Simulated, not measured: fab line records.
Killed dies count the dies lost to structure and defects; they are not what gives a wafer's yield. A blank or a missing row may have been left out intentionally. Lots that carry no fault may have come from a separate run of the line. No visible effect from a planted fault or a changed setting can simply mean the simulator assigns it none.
A struck lot beside a sound one	flow sfqLine	15 steps out of a route of 325
Sound: these wafers, L403.1, L403.2, L403.5. Struck: wafers L421.2, L421.3, L421.4. Last of all comes the cause.
Order at every step that has rows: each side's tool, ch and its chambers, its first start. Under that, the readings that differ: sound wafers	struck wafers	difference of the means	sigmas: that difference in standard deviations of wafers without a fault.
alike: a reading whose means differ by less than 2 such deviations, as well as words and numbers matching on both sides. not compared: withheld readings; readings where some wafer has no value; bounds like >300 that might hide an equal value; numbers whose values overlap and for which the record gives no deviation.
Wherever a step has rows on one side only, a row that says differs or no value, or a row with sigmas, the two part there. When numbers do not overlap yet have no deviation, they are printed without sigmas and do not part them. A reading that every wafer of one side lacks parts them only if that side has two wafers or more.

first, 1 step without rows for these wafers: SFQ_TRILAYER_M6_STRIP_SOLV_CLEAN_164 (cleans in NMP, time 600 s).
SFQ_TRILAYER_I6_DEP_PECVD_165: deposits SiO2 from SiH4/N2O, time 111.11 s, target thk 500 nm.
  sound on pecvd-02 ch 0,1, day 77 13:05; struck on pecvd-02 ch 0,1,2, day 80 08:44
  alike: heaterPowerW, throttleValvePct
SFQ_TRILAYER_I6_CMP_CMP_166: polishes SiO2.
  sound on cmp-02 ch 0,3, day 77 15:38; struck on cmp-02 ch 1,2,3, day 80 08:49
  alike: motorCurrentA, slurryFlowMlMin, timeToEndpointS
SFQ_I6_BOW_MEAS_941:
  sound on filmMetro-01, day 77 18:08; struck on filmMetro-03, day 80 11:50
  alike: I6_BOW
SFQ_TRILAYER_I6_METRO_MEASURE_167:
  sound on filmMetro-01, day 77 18:16; struck on filmMetro-03, day 80 12:08
  alike: thkNm
then, 6 steps without rows for these wafers: SFQ_TRILAYER_I6_VIA_LITHO_COAT_174 (resist thk 62 nm); SFQ_TRILAYER_I6_VIA_LITHO_COAT_169 (resist thk 650 nm); SFQ_TRILAYER_I6_VIA_LITHO_SOFTBAKE_173; SFQ_TRILAYER_I6_VIA_LITHO_EXPOSE_170 (exposes mask I6, target cd 700 nm); SFQ_TRILAYER_I6_VIA_LITHO_PEB_172 (peb time 60 s); SFQ_TRILAYER_I6_VIA_LITHO_DEVELOP_171 (time 60 s).
-- the record jumps here: 4 days lie between the struck wafers' starts before and after --
SFQ_I6_OVL_MEAS_942:
  sound on overlay-02, day 78 08:10; struck on overlay-02, day 84 17:01
  alike: I6_OVL
SFQ_TRILAYER_I6_VIA_BARC_OPEN_VIA_ETCH_235: etches BARC in O2, target depth 125 nm, time 41.7 s.
  sound on rieDiel-04 ch 0,2,3, day 78 08:11; struck on rieDiel-04 ch 0,1,3, day 84 17:02
reading	sound	struck	difference	sigmas
oesProductAu (a.u.)	0.694 0.688 0.686	0.904 0.895 0.896	+0.209	+52
runLengthS (s)	69.5 69.4 69.9	58.1 57.6 58.0	-11.7	-29
model.KrF_of_TRILAYER_I6_VIA_LITHO_COAT_169.thkNm (nm)	574.9 575.9 573.9	587.4 587.2 589	+13.0	
  alike: drypumpMotorCurrentA
  not compared: rfHoursCounterH
SFQ_TRILAYER_I6_VIA_ETCH_VIA_ETCH_172: etches SiO2 in CHF3, stops on Nb, target depth 260 nm.
  sound on rieDiel-04 ch 0,2,3, day 78 08:14; struck on rieDiel-04 ch 0,1,3, day 84 17:05
reading	sound	struck	difference	sigmas
model.KrF_of_TRILAYER_I6_VIA_LITHO_COAT_169.thkNm (nm)	530.2 531.2 529.4	542.4 542 544.4	+12.7	
  alike: drypumpMotorCurrentA, oesProductAu
SFQ_TRILAYER_I6_VIA_STRIP_STRIP_173: strips in O2.
  sound on rieMetal-04 ch 0,1, day 78 08:21; struck on rieMetal-04 ch 1, day 84 17:23
  alike: drypumpMotorCurrentA, oesProductAu
  not compared: rfHoursCounterH

WHERE THEY PART
Only at SFQ_TRILAYER_I6_VIA_BARC_OPEN_VIA_ETCH_235, as far as this record shows. Later steps at which nothing parts them and some readings are alike: SFQ_TRILAYER_I6_VIA_ETCH_VIA_ETCH_172, SFQ_TRILAYER_I6_VIA_STRIP_STRIP_173.

WHY: whatever the simulator had introduced
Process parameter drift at SFQ_TRILAYER_I6_VIA_BARC_OPEN_VIA_ETCH_235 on rieDiel-04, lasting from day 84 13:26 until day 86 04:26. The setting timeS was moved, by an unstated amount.
